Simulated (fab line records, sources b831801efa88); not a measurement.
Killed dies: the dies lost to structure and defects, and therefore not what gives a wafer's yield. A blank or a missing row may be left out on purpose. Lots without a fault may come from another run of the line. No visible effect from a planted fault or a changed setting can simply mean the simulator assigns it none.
Matching of chambers -- flow gf180mcu -- 4 sister chambers for GF_CONTACT_ETCH_16 on rieDiel-04
The step etches BARC in N2/H2. 8 wafers are shown with their chamber, then 9 later ones without.

## EACH WAFER AND ITS CHAMBER
wafer,chamber,drypumpMotorCurrentA (A),oesProductAu (a.u.)
L316.2,0,5.6,0.850
L316.3,3,6.0,0.850
L319.1,2,6.7,0.848
L319.3,1,5.8,0.848
L319.5,0,5.6,0.862
L321.3,1,5.8,0.856
L321.5,2,6.8,0.853
L321.6,3,6.0,0.858

## WAFERS MISSING THEIR CHAMBER
wafer,drypumpMotorCurrentA (A),oesProductAu (a.u.)
L325.1,6.8,0.857
L325.3,6.0,0.854
L325.5,5.6,0.850
L330.1,5.9,0.858
L330.5,5.8,0.848
L330.6,5.6,0.846
L332.2,6.9,0.855
L332.5,5.5,0.855
L332.6,6.0,0.852

## EACH ONE'S CHAMBER
wafer,from the rows above,in truth
L325.1,2,2
L325.3,3,3
L325.5,0,0
L330.1,can't be placed: 3 or 1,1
L330.5,1,1
L330.6,0,0
L332.2,2,2
L332.5,0,0
L332.6,3,3
Correct placement for 8 of the 9. These rows do not allow placing 1 (true chamber among the candidates in 1). Number placed wrongly: 0.
How it was worked out, from the rows above alone: a wafer's distance from a chamber is the root of the sum, over the readings, of the square of ((its reading less the chamber's mean) divided by the reading's scatter). The wafer belongs to the nearest chamber; if the next one is less than 2 further off, it can't be placed. The mean given for a chamber averages the wafers shown for that chamber. The scatter is the square root of a quotient: the sum, over the shown wafers, of each reading's squared deviation from its chamber's mean, divided by wafers minus chambers.
